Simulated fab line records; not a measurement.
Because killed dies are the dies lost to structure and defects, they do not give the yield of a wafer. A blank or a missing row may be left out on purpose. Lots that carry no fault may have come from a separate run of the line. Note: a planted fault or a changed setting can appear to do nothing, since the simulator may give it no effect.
Which of the tools did it?	flow sfqLine	21 wafers from 7 lots sampled at 2 of the route's 325 steps

WHAT EACH GAUGE READ, for each wafer
SFQ_M4_OVL_MEAS_926.
lot	measured	on	M4_OVL (nm)
L681	day 56 16:49	overlay-02	8 -6 1
L683	day 57 06:01	overlay-01	-2 5 1
L685	day 58 06:01	overlay-01	-13 -13 -5
L687	day 58 13:13	overlay-02	18 9 8
L694	day 61 07:00	overlay-01	8 8 -2
L698	day 62 07:00	overlay-01	-8 1 -8
L702	day 63 04:35	overlay-01	1 7 9

EACH LOT AND THE TOOL THAT RAN IT (in order: tool; ch and the chambers of the sampled wafers; start)
lot	SFQ_TRILAYER_I2_DEP_PECVD_063
L681	pecvd-04 ch 1,2, day 32 11:16
L683	pecvd-04 ch 0,2, day 32 17:16
L685	pecvd-04 ch 0,1,2, day 34 09:00
L687	pecvd-04 ch 0,2, day 34 23:31
L694	pecvd-02 ch 1,2, day 38 04:09
L698	pecvd-02 ch 0,1, day 40 08:10
L702	pecvd-03 ch 0,2, day 46 09:51
- SFQ_TRILAYER_I2_DEP_PECVD_063: deposits SiO2 from SiH4/N2O, time 111.11 s, target thk 500 nm.

THE ANSWER, worked out from the rows above alone
Rule: usual is defined by the lots themselves. The widest of any qualifying gaps counts: lots, ordered by their means at a reading, are off when they make up no more than a third of the lots, leave a main group of 4 or more, and stand apart from it by 3 or more times the standard deviation of that group's means. A main group whose means are all the same, to the digits that the tables above print for the reading, isn't used. Also off: a lot with no number at a reading for which 4 or more lots have one. The other lots that the step has rows for count as sound.
No lot is off on any of the readings shown, so nothing can be concluded from this.

WHAT THE SIMULATOR HAD PUT IN
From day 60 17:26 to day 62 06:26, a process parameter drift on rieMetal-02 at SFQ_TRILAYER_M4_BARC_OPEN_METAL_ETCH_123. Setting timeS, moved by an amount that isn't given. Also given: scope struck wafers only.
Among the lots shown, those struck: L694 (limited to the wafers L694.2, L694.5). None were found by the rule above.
